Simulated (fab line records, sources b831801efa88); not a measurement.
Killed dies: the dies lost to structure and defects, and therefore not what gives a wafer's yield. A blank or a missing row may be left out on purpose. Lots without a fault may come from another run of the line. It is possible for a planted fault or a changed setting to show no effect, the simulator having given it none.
8D (eight disciplines) problem report, filled in by code | flow sky130 | the parts of the form that need people (team, actions taken, sign-off) are left out

1. WHAT IS WRONG
LOCAL_INTERCONNECT_TIN_RS at SKY_LOCAL_INTERCONNECT_RS_MEAS_01 reads a mean of 14.82 ohm/sq on 1 wafer of 1 lot; wafers without a fault read 13.70 ohm/sq with a standard deviation of 0.14. That is +8.0 standard deviations from the usual mean.
The step: measures by four-point-probe.
Seen first at day 35 06:49 on film-metro-04, wafer L686.4. The record holds 30 wafers of 10 lots with a number at this step. The rule behind "out" and "out of limits": a value lying over 4 standard deviations away from the usual mean. All remaining wafers that have a number are taken as sound.

2. WHAT IT IS, AND WHAT IT ISN'T
question                    | is                        | is not
which readings at this step | LOCAL_INTERCONNECT_TIN_RS | -
which lots                  | L686                      | L671, L672, L674, L681, L683, L689, L691, L692, L694
which wafers of those lots  | L686.4                    | L686.1, L686.2
read on which gauges        | film-metro-04             | film-metro-02, film-metro-03
when                        | from day 35 06:49         | up to then (17 sound wafers); but 12 sound wafers of L689, L691, L692, L694 came after

3. WHAT RULES OUT EACH SUSPECT
Counting: if a tool at a process step up to the reading ran every lot that is out, it stays a suspect. Sound lots after the first of them don't rule it out here, since some wafers of a struck lot are sound.
- ruled out: the gauge at SKY_LOCAL_INTERCONNECT_RS_MEAS_01. All the wafers that are out were read on film-metro-04, but those of them that SKY_LOCAL_INTERCONNECT_METAL_ETCH_14 has rows for are out there too, on other tools.
- plasma-asher-03 at SKY_LI_CONTACT_STRIP_16 (strips in O2/N2): kept. It ran the lot that is out, L686 (day 35 05:43); its last sound lot up to then is L674 (day 30 02:03).
- pvd-sputter-01 at SKY_LOCAL_INTERCONNECT_SPUTTER_00 (material TiN, target thk 100 nm, time 83.3 s): kept. It ran the lot that is out, L686 (day 35 06:45); its last sound lot up to then is L683 (day 34 07:26).
Remaining after the count are plasma-asher-03 at SKY_LI_CONTACT_STRIP_16 and pvd-sputter-01 at SKY_LOCAL_INTERCONNECT_SPUTTER_00.

4. THE CAUSE (what the simulator had put in)
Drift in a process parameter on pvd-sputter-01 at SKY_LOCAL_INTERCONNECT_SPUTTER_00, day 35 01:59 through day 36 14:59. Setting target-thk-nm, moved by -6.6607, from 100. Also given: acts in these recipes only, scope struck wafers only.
This tool is one of the 2 suspects left after counting.

5. THE EFFECT CHAIN, in route order
One row per reading whose mean, taken over the struck wafers that have a number, lies over 3 standard deviations from the usual. Only readings whose record carries a usual standard deviation are examined. hours: median over the lots of the time between each lot's start at the first step of this table that gives one and its start at this step. sigmas: the change, counted in usual standard deviations.
hours | step                                 | reading                    | usual        | on struck wafers | change | sigmas
0     | SKY_LOCAL_INTERCONNECT_RS_MEAS_01    | LOCAL_INTERCONNECT_TIN_RS  | 13.70 ohm/sq | 14.82            | +1.12  | +8.0
2     | SKY_LOCAL_INTERCONNECT_THK_MEAS_02   | LOCAL_INTERCONNECT_TIN_THK | 102.5 nm     | 95.0             | -7.5   | -6.8
27    | SKY_LOCAL_INTERCONNECT_METAL_ETCH_14 | oes-product-au             | 0.958 a.u.   | 0.906            | -0.052 | -7.6
The process steps in it:
- SKY_LOCAL_INTERCONNECT_METAL_ETCH_14: etches TiN in Cl2/BCl3, stops on PSG, target depth 110 nm, time 31.4 s.

6. HOW IT WOULD HAVE BEEN CAUGHT EARLIER
Counted from the fault's start at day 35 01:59, it took 5 hours until the first out-of-limits reading at a measuring or inspecting step in this record, taken at day 35 06:49.
Of the tool readings at SKY_LOCAL_INTERCONNECT_SPUTTER_00 for which the record gives a usual standard deviation, none was out on any struck wafer, so an alarm limit of 4 standard deviations on them would not have fired.
The start of SKY_LOCAL_INTERCONNECT_SPUTTER_00 on pvd-sputter-01 came by day 35 06:49 for every one of the lots that are out (1). Tool hold at that time: it would have spared none of them.
